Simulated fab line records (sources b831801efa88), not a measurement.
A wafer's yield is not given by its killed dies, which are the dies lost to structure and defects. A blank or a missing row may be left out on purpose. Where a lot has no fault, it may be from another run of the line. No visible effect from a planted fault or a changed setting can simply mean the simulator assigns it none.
fab line records | flow sky130
record: lots: 15 | wafers: 45 | last-day: 50
route steps=708 shown METAL2@502 VIA2@522 VIA3@583
lots that met no fault: from a run of the same line without faults
start-h: hours from the record's first day to the start of the lot's first wafer shown | wait-h: hours elapsed since this lot's preceding step | " unchanged from the row above | L1.1+2: a single row standing in for several wafers | - no value present, or no start provided | * or withheld: withheld | < > ~ a bound
route shown NAME@n: names a module that has steps shown in the file, with the first one's number in the route | usual: the fault-free wafers' mean and standard deviation | same: alike in all rows | chamber/n: place in a boat | sites: per-site readings | _std_site: how widely they spread, as a standard deviation | _edge_site: outer sites' mean less inner sites' | radius-mm: how far each site lies from the wafer's centre | mask NAME#n: copy n | behind: the most recent tool/chamber to have shaped the wafer | hold: what put the lot on hold/how long, in hours/how the hold closed | device: which transistor (n, p or np) failed to switch | end of line: the tests these same wafers got at the end of their route | a step without rows: its recipe alone | killed: the dies lost at the first sort to structure and to defects; this is not the yield of the wafer | map: dies across one wafer; x = killed, . = not, _ = none there
set.NAME: the setting the step ran with; set.NAME@STEP: the setting that earlier step ran with | model.NAME: the simulator's own value behind a step, which no gauge read
the route's steps for a sample of lots (tables are steps, rows are wafers)
services: when a tool's chamber went out of use (start-h, in hours from the record's first day, below 0 if earlier), for how many hours, and the reason
== steps ==
step: SKY_METAL2_METAL_ETCH_19
recipe: target-depth-a: 3600 | stop-on: SiO2 | over-etch-frac: 0.3 | time-s: 78 | chemistry: Cl2/BCl3 | resist-sidewall-deg: 88 | pressure-mtorr: 10 | icp-w: 900 | bias-w: 48.5 | Cl2_flow_sccm: 60 | bcl3-flow-sccm: 30
usual: drypump-motor-current-A: 6.0/0.33 | mfc-cl2-sccm: 59.99/0.19 | oes-product-au: 0.855/0.0061 | throttle-valve-pct: 22.264/0.009
lot.wafer | tool         | chamber | start-h | wait-h | drypump-motor-current-A | mfc-cl2-sccm | oes-product-au | rf-hours-counter-h | throttle-valve-pct
L489.1    | rie-metal-01 | 1       | 833.99  | 0.0    | 6.2                     | 60.00        | 0.856          | 16                 | 22.267
L489.4    | "            | 0       | "       | "      | 5.7                     | 59.87        | 0.859          | -                  | 22.264
L489.5    | "            | 0       | "       | "      | 5.7                     | 59.82        | 0.854          | -                  | 22.259
L490.1    | rie-metal-03 | 0       | 841.17  | 0.0    | 6.4                     | 59.83        | 0.863          | 5                  | 22.259
L490.4    | "            | 1       | "       | "      | 6.3                     | 59.63        | 0.862          | -                  | 22.251
L490.6    | "            | 1       | "       | "      | 6.3                     | 60.00        | 0.853          | -                  | 22.271
L491.2    | rie-metal-02 | 1       | 842.72  | 0.0    | 5.6                     | 60.28        | 0.860          | 14                 | 22.264
L491.3    | "            | 1       | "       | "      | 5.5                     | 60.17        | 0.856          | -                  | 22.261
L491.6    | "            | 0       | "       | "      | 6.2                     | 60.10        | 0.863          | -                  | 22.273
L492.3    | rie-metal-03 | 1       | 847.81  | 0.1    | 6.3                     | 60.17        | 0.853          | -                  | 22.262
L492.4    | "            | 0       | "       | "      | 6.4                     | 59.89        | 0.854          | -                  | 22.266
L492.5    | "            | 0       | "       | "      | 6.4                     | 59.82        | 0.859          | -                  | 22.270
L495.1    | rie-metal-02 | 0       | 880.37  | 0.0    | 6.2                     | 59.83        | 0.859          | 2                  | 22.253
L495.2    | "            | 1       | "       | "      | 5.5                     | 59.85        | 0.850          | 16                 | 22.278
L495.5    | "            | 0       | "       | "      | 6.2                     | 60.00        | 0.854          | -                  | 22.261
L496.4    | rie-metal-01 | 0       | 890.17  | 0.1    | 5.7                     | 59.96        | 0.855          | -                  | 22.268
L496.5    | "            | 0       | "       | "      | 5.7                     | 59.83        | 0.852          | -                  | 22.250
L496.6    | "            | 1       | "       | "      | 6.2                     | 60.31        | 0.856          | -                  | 22.279
L498.1    | rie-metal-03 | 0       | 902.23  | 0.0    | 6.4                     | 60.03        | 0.846          | 7                  | 22.264
L498.2    | "            | 1       | "       | "      | 6.3                     | 60.01        | 0.855          | 10                 | 22.249
L498.6    | "            | 1       | "       | "      | 6.3                     | 59.90        | 0.847          | -                  | 22.282
L497.1    | rie-metal-02 | 1       | 908.34  | 0.0    | 5.6                     | 60.02        | 0.853          | 17                 | 22.262
L497.3    | "            | 0       | "       | "      | 6.2                     | 59.98        | 0.860          | -                  | 22.260
L497.5    | "            | 0       | "       | "      | 6.3                     | 59.85        | 0.857          | -                  | 22.274
L501.3    | rie-metal-02 | 0       | 926.27  | 0.1    | 6.3                     | 60.29        | 0.847          | -                  | 22.283
L501.5    | "            | 0       | "       | "      | 6.3                     | 60.61        | 0.845          | -                  | 22.259
L501.6    | "            | 1       | "       | "      | 5.6                     | 59.88        | 0.849          | -                  | 22.267
L502.1    | rie-metal-03 | 0       | 932.32  | 0.0    | 6.4                     | 60.22        | 0.866          | 9                  | 22.264
L502.3    | "            | 0       | "       | "      | 6.4                     | 60.03        | 0.861          | -                  | 22.268
L502.4    | "            | 1       | "       | "      | 6.2                     | 60.13        | 0.867          | -                  | 22.282
L503.2    | rie-metal-02 | 0       | 933.88  | 0.0    | 6.2                     | 60.29        | 0.860          | 4                  | 22.268
L503.3    | "            | 0       | "       | "      | 6.2                     | 60.29        | 0.851          | -                  | 22.261
L503.6    | "            | 0       | "       | "      | 6.2                     | 60.06        | 0.862          | -                  | 22.267
L506.2    | rie-metal-03 | 1       | 951.23  | 0.0    | 6.3                     | 60.06        | 0.863          | 13                 | 22.248
L506.4    | "            | 0       | "       | "      | 6.4                     | 60.05        | 0.857          | -                  | 22.258
L506.6    | "            | 1       | "       | "      | 6.3                     | 60.21        | 0.853          | -                  | 22.285
L508.2    | rie-metal-03 | 0       | 962.99  | 0.0    | 6.4                     | 60.10        | 0.861          | 10                 | 22.265
L508.3    | "            | 1       | "       | "      | 6.3                     | 60.22        | 0.855          | -                  | 22.257
L508.5    | "            | 0       | "       | "      | 6.4                     | 60.25        | 0.853          | -                  | 22.271
L509.2    | rie-metal-01 | 0       | 969.64  | 0.0    | 5.7                     | 59.85        | 0.847          | 11                 | 22.265
L509.3    | "            | 0       | "       | "      | 5.7                     | 59.75        | 0.848          | -                  | 22.269
L509.5    | "            | 0       | "       | "      | 5.7                     | 59.82        | 0.852          | -                  | 22.248
L511.1    | rie-metal-03 | 1       | 986.04  | 0.0    | 6.3                     | 59.90        | 0.856          | 14                 | 22.265
L511.2    | "            | 0       | "       | "      | 6.4                     | 60.16        | 0.863          | 11                 | 22.264
L511.4    | "            | 0       | "       | "      | 6.4                     | 60.01        | 0.853          | -                  | 22.261
step: SKY_METAL2_STRIP_20
recipe: chemistry: O2/N2 | power-w: 1400 | pressure-mtorr: 1500 | platen-temp-c: withheld | o2-flow-sccm: 3000 | n2-flow-sccm: 300 | overash-fraction: 0.5
usual: drypump-motor-current-A: 5.6/0.47 | oes-product-au: 0.342/0.0048 | strip-time-to-endpoint-s: 2.68/0.06
lot.wafer | tool            | chamber | start-h | wait-h | drypump-motor-current-A | oes-product-au | rf-hours-counter-h | strip-time-to-endpoint-s
L489.1    | plasma-asher-01 | 0       | 834.08  | 0.1    | 5.9                     | 0.337          | 9                  | 2.66
L489.4    | "               | 0       | "       | "      | 5.9                     | 0.342          | -                  | 2.63
L489.5    | "               | 1       | "       | "      | 4.7                     | 0.341          | -                  | 2.65
L490.1    | plasma-asher-02 | 1       | 841.26  | 0.1    | 5.8                     | 0.351          | 103                | 2.60
L490.4    | "               | 1       | "       | "      | 5.8                     | 0.344          | -                  | 2.72
L490.6    | "               | 0       | "       | "      | 6.1                     | 0.345          | -                  | 2.70
L491.2    | plasma-asher-01 | 0       | 842.81  | 0.1    | 5.9                     | 0.338          | 10                 | 2.67
L491.3    | "               | 1       | "       | "      | 4.7                     | 0.338          | -                  | 2.66
L491.6    | "               | 1       | "       | "      | 4.7                     | 0.350          | -                  | 2.80
L492.3    | plasma-asher-03 | 1       | 847.91  | 0.1    | 5.3                     | 0.348          | -                  | 2.69
L492.4    | "               | 0       | "       | "      | 5.2                     | 0.339          | -                  | 2.60
L492.5    | "               | 1       | "       | "      | 5.3                     | 0.346          | -                  | 2.59
L495.1    | plasma-asher-02 | 1       | 880.46  | 0.1    | 5.8                     | 0.344          | 106                | 2.73
L495.2    | "               | 0       | "       | "      | 6.1                     | 0.333          | 106                | 2.58
L495.5    | "               | 0       | "       | "      | 6.1                     | 0.347          | -                  | 2.70
L496.4    | plasma-asher-03 | 0       | 890.27  | 0.1    | 5.2                     | 0.341          | -                  | 2.67
L496.5    | "               | 0       | "       | "      | 5.2                     | 0.350          | -                  | 2.68
L496.6    | "               | 1       | "       | "      | 5.3                     | 0.346          | -                  | 2.69
L498.1    | plasma-asher-03 | 0       | 902.32  | 0.1    | 5.2                     | 0.336          | 47                 | 2.69
L498.2    | "               | 1       | "       | "      | 5.3                     | 0.342          | 47                 | 2.76
L498.6    | "               | 1       | "       | "      | 5.2                     | 0.348          | -                  | 2.76
L497.1    | plasma-asher-01 | 1       | 908.43  | 0.1    | 4.7                     | 0.336          | 17                 | 2.64
L497.3    | "               | 0       | "       | "      | 5.8                     | 0.345          | -                  | 2.76
L497.5    | "               | 0       | "       | "      | 5.8                     | 0.340          | -                  | 2.75
L501.3    | plasma-asher-03 | 0       | 926.37  | 0.1    | 5.2                     | 0.344          | -                  | 2.75
L501.5    | "               | 1       | "       | "      | 5.3                     | 0.345          | -                  | 2.76
L501.6    | "               | 0       | "       | "      | 5.2                     | 0.347          | -                  | 2.63
L502.1    | plasma-asher-01 | 0       | 932.41  | 0.1    | 5.9                     | 0.339          | 19                 | 2.68
L502.3    | "               | 1       | "       | "      | 4.7                     | 0.334          | -                  | 2.65
L502.4    | "               | 0       | "       | "      | 5.8                     | 0.341          | -                  | 2.76
L503.2    | plasma-asher-02 | 1       | 933.97  | 0.1    | 5.8                     | 0.345          | 110                | 2.74
L503.3    | "               | 1       | "       | "      | 5.8                     | 0.345          | -                  | 2.76
L503.6    | "               | 0       | "       | "      | 6.1                     | 0.339          | -                  | 2.75
L506.2    | plasma-asher-02 | 1       | 951.32  | 0.1    | 5.8                     | 0.345          | 112                | 2.74
L506.4    | "               | 0       | "       | "      | 6.1                     | 0.346          | -                  | 2.63
L506.6    | "               | 1       | "       | "      | 5.8                     | 0.346          | -                  | 2.73
L508.2    | plasma-asher-02 | 0       | 963.08  | 0.1    | 6.1                     | 0.330          | 113                | 2.65
L508.3    | "               | 1       | "       | "      | 5.8                     | 0.342          | -                  | 2.75
L508.5    | "               | 1       | "       | "      | 5.8                     | 0.342          | -                  | 2.65
L509.2    | plasma-asher-02 | 1       | 969.73  | 0.1    | 5.8                     | 0.343          | 114                | 2.69
L509.3    | "               | 1       | "       | "      | 5.8                     | 0.346          | -                  | 2.71
L509.5    | "               | 0       | "       | "      | 6.1                     | 0.343          | -                  | 2.68
L511.1    | plasma-asher-02 | 0       | 986.13  | 0.1    | 6.1                     | 0.338          | 115                | 2.69
L511.2    | "               | 1       | "       | "      | 5.8                     | 0.338          | 115                | 2.61
L511.4    | "               | 1       | "       | "      | 5.8                     | 0.338          | -                  | 2.63
step: SKY_VIA2_ETCH_15
recipe: target: SiO2 | chemistry: C4F8/O2/Ar | target-depth-nm: 546 | stop-on: TiN | mask-material: KrF-thick | source-w: 1500 | bias-w: 1200 | pressure-mtorr: 40 | c4f8-flow-sccm: withheld | O2_flow_sccm: 6 | Ar_flow_sccm: 300 | time-s: 84
usual: oes-product-au: 0.939/0.0047
lot.wafer | tool        | chamber | start-h | wait-h | oes-product-au | rf-hours-counter-h
L489.1    | rie-diel-04 | 3       | 861.38  | 0.0    | 0.946          | 16
L489.4    | "           | 2       | "       | "      | 0.942          | 9
L489.5    | "           | 2       | "       | "      | 0.935          | -
L490.1    | rie-diel-02 | 2       | 868.54  | 0.0    | 0.934          | 8
L490.4    | "           | 0       | "       | "      | 0.931          | 5
L490.6    | "           | 0       | "       | "      | 0.935          | -
L491.2    | rie-diel-02 | 1       | 870.20  | 0.0    | 0.931          | 11
L491.3    | "           | 2       | "       | "      | 0.927          | 8
L491.6    | "           | 2       | "       | "      | 0.937          | -
L492.3    | rie-diel-03 | 2       | 874.14  | 0.0    | 0.941          | 1
L492.4    | "           | 3       | "       | "      | 0.934          | 8
L492.5    | "           | 1       | "       | "      | 0.934          | -
L495.1    | rie-diel-03 | 0       | 906.75  | 0.0    | 0.944          | 23
L495.2    | "           | 3       | "       | "      | 0.933          | 9
L495.5    | "           | 1       | "       | "      | 0.939          | -
L496.4    | rie-diel-03 | 2       | 916.99  | 0.0    | 0.938          | 3
L496.5    | "           | 2       | "       | "      | 0.947          | -
L496.6    | "           | 1       | "       | "      | 0.938          | -
L498.1    | rie-diel-02 | 1       | 927.20  | 0.0    | 0.940          | 12
L498.2    | "           | 0       | "       | "      | 0.936          | 7
L498.6    | "           | 0       | "       | "      | 0.942          | -
L497.1    | rie-diel-03 | 1       | 934.20  | 0.0    | 0.937          | 20
L497.3    | "           | 3       | "       | "      | 0.939          | 10
L497.5    | "           | 0       | "       | "      | 0.935          | -
L501.3    | rie-diel-02 | 2       | 951.30  | 0.0    | 0.943          | 11
L501.5    | "           | 2       | "       | "      | 0.941          | -
L501.6    | "           | 3       | "       | "      | 0.939          | -
L502.1    | rie-diel-03 | 2       | 957.05  | 0.0    | 0.943          | 4
L502.3    | "           | 3       | "       | "      | 0.938          | 11
L502.4    | "           | 1       | "       | "      | 0.942          | 21
L503.2    | rie-diel-04 | 1       | 958.69  | 0.0    | 0.937          | 20
L503.3    | "           | 2       | "       | "      | 0.940          | 12
L503.6    | "           | 2       | "       | "      | 0.942          | -
L506.2    | rie-diel-03 | 1       | 976.09  | 0.0    | 0.937          | 21
L506.4    | "           | 0       | "       | "      | 0.938          | 25
L506.6    | "           | 2       | "       | "      | 0.936          | -
L508.2    | rie-diel-03 | 3       | 988.45  | 0.0    | 0.937          | 12
L508.3    | "           | 0       | "       | "      | 0.939          | 25
L508.5    | "           | 1       | "       | "      | 0.940          | -
L509.2    | rie-diel-04 | 1       | 994.75  | 0.0    | 0.938          | 21
L509.3    | "           | 3       | "       | "      | 0.943          | 21
L509.5    | "           | 2       | "       | "      | 0.942          | -
L511.1    | rie-diel-02 | 0       | 1008.67 | 0.0    | 0.942          | 9
L511.2    | "           | 1       | "       | "      | 0.940          | 14
L511.4    | "           | 3       | "       | "      | 0.933          | 9
step: SKY_VIA3_PEB_10
recipe: peb-temp-c: withheld | peb-time-s: withheld | resist: KrF-thick
usual: chill-plate-temp-C: * | exhaust-pa: 45.0/0.86
lot.wafer | tool           | chamber | start-h | wait-h | chill-plate-temp-C | exhaust-pa
L489.1    | litho-track-01 | 0       | 938     | -      | *                  | 45.1
L489.4    | "              | 0       | "       | "      | *                  | 45.0
L489.5    | "              | 0       | "       | "      | *                  | 45.8
L490.1    | litho-track-02 | 0       | 944     | -      | *                  | 45.0
L490.4    | "              | 0       | "       | "      | *                  | 45.2
L490.6    | "              | 0       | "       | "      | *                  | 45.2
L491.2    | litho-track-02 | 0       | 945     | -      | *                  | 44.7
L491.3    | "              | 0       | "       | "      | *                  | 46.9
L491.6    | "              | 0       | "       | "      | *                  | 43.5
L492.3    | litho-track-01 | 0       | 950     | -      | *                  | 43.8
L492.4    | "              | 0       | "       | "      | *                  | 43.9
L492.5    | "              | 0       | "       | "      | *                  | 44.6
L495.1    | litho-track-02 | -       | 981     | -      | -                  | -
L495.2    | "              | -       | "       | "      | -                  | -
L495.5    | "              | -       | "       | "      | -                  | -
L496.4    | litho-track-04 | -       | 992     | -      | -                  | -
L496.5    | "              | -       | "       | "      | -                  | -
L496.6    | "              | -       | "       | "      | -                  | -
L498.1    | litho-track-02 | -       | 1000    | -      | -                  | -
L498.2    | "              | -       | "       | "      | -                  | -
L498.6    | "              | -       | "       | "      | -                  | -
L497.1    | litho-track-01 | 0       | 1005    | -      | *                  | 45.6
L497.3    | "              | 0       | "       | "      | *                  | 45.9
L497.5    | "              | 0       | 1006    | -      | *                  | 45.2
L501.3    | litho-track-01 | 0       | 1023    | -      | *                  | 45.6
L501.5    | "              | 0       | "       | "      | *                  | 46.3
L501.6    | "              | 0       | "       | "      | *                  | 46.1
L502.1    | litho-track-04 | 0       | 1026    | -      | *                  | 44.3
L502.3    | "              | 0       | 1027    | -      | *                  | 43.9
L502.4    | "              | 0       | "       | "      | *                  | 44.2
L503.2    | litho-track-04 | 0       | 1029    | -      | *                  | 44.5
L503.3    | "              | 0       | "       | "      | *                  | 45.1
L503.6    | "              | 0       | "       | "      | *                  | 44.7
L506.2    | litho-track-04 | 0       | 1048    | -      | *                  | 44.6
L506.4    | "              | 0       | 1049    | -      | *                  | 44.0
L506.6    | "              | 0       | "       | "      | *                  | 45.4
L508.2    | litho-track-01 | 0       | 1058    | -      | *                  | 45.5
L508.3    | "              | 0       | "       | "      | *                  | 45.7
L508.5    | "              | 0       | 1059    | -      | *                  | 44.8
L509.2    | litho-track-04 | 0       | 1066    | -      | *                  | 45.0
L509.3    | "              | 0       | "       | "      | *                  | 44.3
L509.5    | "              | 0       | "       | "      | *                  | 44.2
L511.1    | litho-track-04 | 0       | 1079    | -      | *                  | 44.4
L511.2    | "              | 0       | "       | "      | *                  | 46.8
L511.4    | "              | 0       | "       | "      | *                  | 45.1
== services ==
tool            | chamber | start-h | hours | kind
rie-metal-03    | 0       | 822.05  | 2.0   | repair
rie-diel-04     | 1       | 833.78  | 2.6   | repair
rie-diel-03     | 0       | 837.87  | 2.5   | repair
rie-diel-02     | 1       | 845.17  | 14.1  | repair
rie-metal-02    | 0       | 867.76  | 8.7   | repair
rie-metal-02    | 0       | 885.15  | 6.8   | repair
plasma-asher-02 | -       | 898.63  | 15.6  | pm
rie-diel-02     | 3       | 902.15  | 10.7  | repair
rie-diel-03     | 1       | 909.01  | 7.3   | repair
rie-diel-03     | 0       | 919.46  | 7.2   | repair
rie-metal-03    | -       | 947.44  | 2.8   | pm
rie-diel-03     | 2       | 947.79  | 2.4   | repair
plasma-asher-02 | -       | 949.01  | 1.6   | repair
rie-diel-02     | 2       | 962.28  | 14.0  | repair
plasma-asher-01 | -       | 966.57  | 1.1   | repair
plasma-asher-03 | -       | 988.74  | 5.0   | repair
rie-diel-03     | 1       | 996.79  | 3.9   | repair
rie-metal-03    | -       | 1005.45 | 28.1  | pm
rie-diel-02     | 1       | 1015.69 | 13.7  | repair
plasma-asher-01 | -       | 1032.49 | 3.0   | repair
plasma-asher-01 | -       | 1047.44 | 3.0   | repair
rie-metal-02    | 0       | 1049.72 | 31.4  | repair
plasma-asher-02 | -       | 1055.25 | 9.0   | pm
rie-metal-03    | 1       | 1072.53 | 12.8  | repair
== key ==
first-sign: step: SKY_VIA3_PEB_10 | reading: tool-record | direction: missing
effect none on later readings
met-at SKY_VIA3_PEB_10
struck-lots L495,L496,L498
later-rows-left-out L495.1,L495.2,L495.5,L496.4,L496.5,L496.6,L498.1,L498.2,L498.6
sort-left-out L495.1,L495.2,L495.5,L496.4,L496.5,L496.6,L498.1,L498.2,L498.6
not-acting-at SKY_METAL2_METAL_ETCH_19,SKY_METAL2_STRIP_20,SKY_VIA2_ETCH_15
onset-between 945 981
fault: kind: skipped-step-whole | tool: litho-track-02,litho-track-04 | chamber: - | onset-h: 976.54 | steps: SKY_VIA3_PEB_10 | scope: struck-lots-only
sort-left-out: the simulated sort isn't trusted on such a fault, so these wafers' sort isn't shown, and their yield isn't known
later-rows-left-out: the simulator's readings of these wafers behind a module that went badly wrong aren't trusted and aren't shown, but for the sort
